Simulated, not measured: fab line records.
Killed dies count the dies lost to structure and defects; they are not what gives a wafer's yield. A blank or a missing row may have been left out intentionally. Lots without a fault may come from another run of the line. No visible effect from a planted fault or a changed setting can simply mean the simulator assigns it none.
Which of the tools did it? + flow sky130 + 45 wafers from 15 lots sampled at 2 of the route's 708 steps

## WHAT EACH GAUGE READ, for each wafer
SKY_POLY_GATE_THK_MEAS_01.
| lot  | measured     | on            | POLY_GATE_CVD_00_THK (nm) |
|------|--------------|---------------|---------------------------|
| L931 | day 13 18:50 | film-metro-02 | 177.8 177.3 178.1         |
| L933 | day 14 18:14 | film-metro-01 | 180.2 179.1 179.5         |
| L934 | day 14 20:34 | film-metro-02 | 175.4 176.2 175.5         |
| L936 | day 15 12:29 | film-metro-01 | 179.7 178.1 179.3         |
| L937 | day 15 23:18 | film-metro-03 | 179.2 177.8 178.8         |
| L938 | day 16 04:34 | film-metro-03 | 176.6 177.8 176.6         |
| L939 | day 16 11:17 | film-metro-03 | 177.9 178.1 177.9         |
| L940 | day 17 04:26 | film-metro-01 | 179.2 179.3 179.2         |
| L941 | day 17 10:08 | film-metro-01 | 178.2 175.7 176.2         |
| L942 | day 17 22:31 | film-metro-01 | 177.0 178.4 176.7         |
| L943 | day 18 07:09 | film-metro-03 | 179.0 180.4 179.9         |
| L944 | day 18 12:11 | film-metro-02 | 196.7 197.2 197.8         |
| L945 | day 18 13:23 | film-metro-03 | 196.6 196.9 197.2         |
| L946 | day 19 02:25 | film-metro-03 | 194.1 194.1 194.1         |
| L950 | day 21 22:11 | film-metro-03 | 178.2 179.9 178.4         |

## WHICH TOOL RAN EACH LOT (tool, then ch and the chambers of the sampled wafers, then the start)
| lot  | SKY_POLY_GATE_CVD_00        |
|------|-----------------------------|
| L931 | lpcvd-01 ch 1, day 13 17:38 |
| L933 | lpcvd-01 ch 0, day 14 16:26 |
| L934 | lpcvd-01 ch 1, day 14 18:46 |
| L936 | lpcvd-01 ch 0, day 15 11:16 |
| L937 | lpcvd-01 ch 1, day 15 22:06 |
| L938 | lpcvd-01 ch 1, day 16 03:20 |
| L939 | lpcvd-01 ch 0, day 16 10:05 |
| L940 | lpcvd-01 ch 0, day 17 03:14 |
| L941 | lpcvd-01 ch 0, day 17 08:56 |
| L942 | lpcvd-01 ch 1, day 17 21:19 |
| L943 | lpcvd-01 ch 0, day 18 05:57 |
| L944 | lpcvd-01 ch 1, day 18 10:59 |
| L945 | lpcvd-01 ch 1, day 18 12:11 |
| L946 | lpcvd-01 ch 1, day 19 01:13 |
| L950 | lpcvd-01 ch 0, day 21 20:59 |
- SKY_POLY_GATE_CVD_00: deposits poly-Si, target thk 180 nm, time 720 s.

## AS READ BY THE TOOLS THEMSELVES (means over the sampled wafers that have a number; for cases with no such wafer, the mark the record gives instead)
SKY_POLY_GATE_CVD_00.
| lot  | tool     | pressure-mtorr (mTorr) | zone-power-bottom-pct (%) | zone-power-centre-pct (%) |
|------|----------|------------------------|---------------------------|---------------------------|
| L931 | lpcvd-01 | 199.9                  | 12.8                      | 10.4                      |
| L933 | lpcvd-01 | 200.1                  | 11.1                      | 9.0                       |
| L934 | lpcvd-01 | 199.9                  | 12.9                      | 10.2                      |
| L936 | lpcvd-01 | 199.7                  | 11.2                      | 9.0                       |
| L937 | lpcvd-01 | 199.7                  | 12.8                      | 10.4                      |
| L938 | lpcvd-01 | 199.8                  | 13.0                      | 10.3                      |
| L939 | lpcvd-01 | 199.5                  | 11.2                      | 8.9                       |
| L940 | lpcvd-01 | 200.5                  | 11.2                      | 9.0                       |
| L941 | lpcvd-01 | 199.9                  | 11.3                      | 9.1                       |
| L942 | lpcvd-01 | 199.8                  | 12.8                      | 10.3                      |
| L943 | lpcvd-01 | 199.7                  | 11.2                      | 9.0                       |
| L944 | lpcvd-01 | 239.9                  | 13.0                      | 10.4                      |
| L945 | lpcvd-01 | 240.3                  | 12.8                      | 10.2                      |
| L946 | lpcvd-01 | 240.0                  | 12.8                      | 10.4                      |
| L950 | lpcvd-01 | 199.6                  | 11.2                      | 9.0                       |

## THE ANSWER, worked out from the rows above alone
Rule: the lots themselves supply what counts as usual. Put in order of their means at a reading, lots are off if they are a third of the lots or fewer, leave a main group of 4 or more, and stand apart from it by a gap of 3 or more times the standard deviation of the main group's means; of several such gaps the widest counts. The tables above print the reading to a certain number of digits; a main group whose means all agree to those digits is not used. Also off: a lot with no number at a reading for which 4 or more lots have one. Any other lot the step has rows for is counted as sound. Order of review: gauges by route order, followed by the tools' own readings, for which a lot's mean as printed above is used. At the first step where some lot is off, the reading lying furthest off is the one used; lots without a number count as furthest.
Off: L944, L945, L946, at SKY_POLY_GATE_THK_MEAS_01 (POLY_GATE_CVD_00_THK). Main group: mean 178.1 nm, sd 1.2.
If a tool, at a process step before that reading, ran all the lots that are off and no sound lot after the first of them, it fits. The gauges at SKY_POLY_GATE_THK_MEAS_01 aren't tried: what is off there is off at SKY_POLY_GATE_CVD_00 too, on other tools, and a gauge's error can't cause that. None of those tried fits.

## WHAT HAD BEEN PUT IN BY THE SIMULATOR
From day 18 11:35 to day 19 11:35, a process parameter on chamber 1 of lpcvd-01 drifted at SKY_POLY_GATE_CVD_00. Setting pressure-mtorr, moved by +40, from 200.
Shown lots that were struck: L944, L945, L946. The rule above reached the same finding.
